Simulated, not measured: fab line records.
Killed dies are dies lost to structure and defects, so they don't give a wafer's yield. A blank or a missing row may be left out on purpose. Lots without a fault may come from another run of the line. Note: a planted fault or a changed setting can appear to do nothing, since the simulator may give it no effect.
A lot that was struck, set against a sound lot + flow sky130 + 15 steps out of a route of 708
Sound: these wafers, L875.2, L875.3, L875.4. Struck: wafer L883.6 (left out: L883.1, L883.5 of the same lot, which were not struck); the cause appears at the end.
Order at every step that has rows: each side's tool, ch and its chambers, its first start. Under that, the readings that differ: sound wafers + struck wafers + difference of the means + sigmas: that difference in standard deviations of wafers without a fault.
alike: a reading whose means differ by less than 2 such deviations, as well as words and numbers matching on both sides. not compared: withheld readings; readings where some wafer has no value; bounds like >300 that might hide an equal value; numbers whose values overlap and for which the record gives no deviation.
A row with sigmas, a row that says differs or no value, or rows on one side alone: a step with any of these is where the two part. Numbers that don't overlap but have no deviation are shown without sigmas and don't part them. Lack of a reading on every wafer of one side parts them only where that side has two or more wafers.

SKY_FIELD_ISO_ETCH_15: etches the open film in CHF3/O2, stops on Si, target depth 180 nm, time 72 s.
  sound on rieDiel-04 ch 1,2,3, day 2 20:23; struck on rieDiel-03 ch 1, day 4 12:52
| reading             | sound             | struck | difference | sigmas |
|---------------------|-------------------|--------|------------|--------|
| oesProductAu (a.u.) | 0.950 0.945 0.947 | 0.928  | -0.019     | -3     |
  alike: drypumpMotorCurrentA, throttleValvePct
  not compared: rfHoursCounterH
SKY_FIELD_ISO_STRIP_16: strips in O2/N2.
  sound on plasmaAsher-01 ch 0,1, day 2 20:27; struck on plasmaAsher-01 ch 1, day 4 12:55
  alike: drypumpMotorCurrentA, oesProductAu, stripTimeToEndpointS
  not compared: rfHoursCounterH
SKY_FIELD_ISO_ETCH_17: etches Si in HBr/Cl2/O2, target depth 342 nm, time 97.7 s.
  sound on rieSi-02 ch 1,2,3, day 2 20:33; struck on rieSi-02 ch 1, day 4 13:01
  alike: drypumpMotorCurrentA, oesProductAu, throttleValvePct
  not compared: rfHoursCounterH
then, 5 steps without rows for these wafers: SKY_FIELD_ISO_WET_ETCH_18 (etches Si3N4 in H3PO4, target depth 25 nm, time 286 s); SKY_FIELD_ISO_CLEAN_19 (cleans in SC1/SC2, time 150 s); SKY_FIELD_ISO_CLEAN_20 (cleans in dHF, time 20 s); SKY_FIELD_ISO_WET_ETCH_21 (etches SiO2 in dHF, target depth 20 nm, time 400 s); SKY_FIELD_ISO_OXIDATION_22 (stabilise 600 s, purge 300 s, target thk 10 nm).
SKY_FIELD_ISO_THK_MEAS_23:
  struck on filmMetro-04, day 4 16:14; sound on filmMetro-02, day 2 23:05
  alike: FIELD_ISO_OXIDATION_01_THK
then, 1 step without rows for these wafers: SKY_FIELD_ISO_CVD_24 (deposits SiO2, target thk 595 nm, time 99.2 s).
SKY_FIELD_ISO_THK_MEAS_25:
  struck on filmMetro-04, day 4 16:22; sound on filmMetro-02, day 2 23:13
  alike: FIELD_ISO_CVD_24_THK
then, 1 step without rows for these wafers: SKY_FIELD_ISO_ANNEAL_26 (time 1800 s).
SKY_FIELD_ISO_CMP_27: polishes, stops on Si3N4, t overpolish 16 s, target thk 457.8 nm.
  sound on cmp-01 ch 0,2,3, day 3 02:46; struck on cmp-02 ch 2, day 4 19:08
| reading             | sound                | struck | difference | sigmas |
|---------------------|----------------------|--------|------------|--------|
| overpolishRunS (s)  | 15.971 15.992 15.990 | 16.007 | +0.023     | +2     |
| timeToEndpointS (s) | 117 115 112          | 58     | -57        | -13    |
  alike: motorCurrentA
then, 1 step without rows for these wafers: SKY_FIELD_ISO_WET_ETCH_28 (etches SiO2 in dHF, target depth 23.7 nm, time 47 s).
-- the record jumps here: 44 days lie between the struck wafers' starts before and after (it left off in module FIELD_ISO and takes up again in module PAD_OPEN, whose first step shown is number 708 of the route) --
SKY_PAD_OPEN_PROBE_99:
  struck on prober-02, day 48 14:23; sound on prober-01, day 46 11:07
| reading          | sound    | struck | difference | sigmas |
|------------------|----------|--------|------------|--------|
| killedAtContacts | 18 21 25 | 34     | +13        | +2     |
  alike: killed_at_M0_to_M3, killed_at_M4_up, killedAtFrontEnd, killedAtOther, killedDies, killedOnRim, killedOpen, killedShort

WHERE THEY PART
First at SKY_FIELD_ISO_ETCH_15; last, within this record, at SKY_PAD_OPEN_PROBE_99.

WHY: what the simulator had put in
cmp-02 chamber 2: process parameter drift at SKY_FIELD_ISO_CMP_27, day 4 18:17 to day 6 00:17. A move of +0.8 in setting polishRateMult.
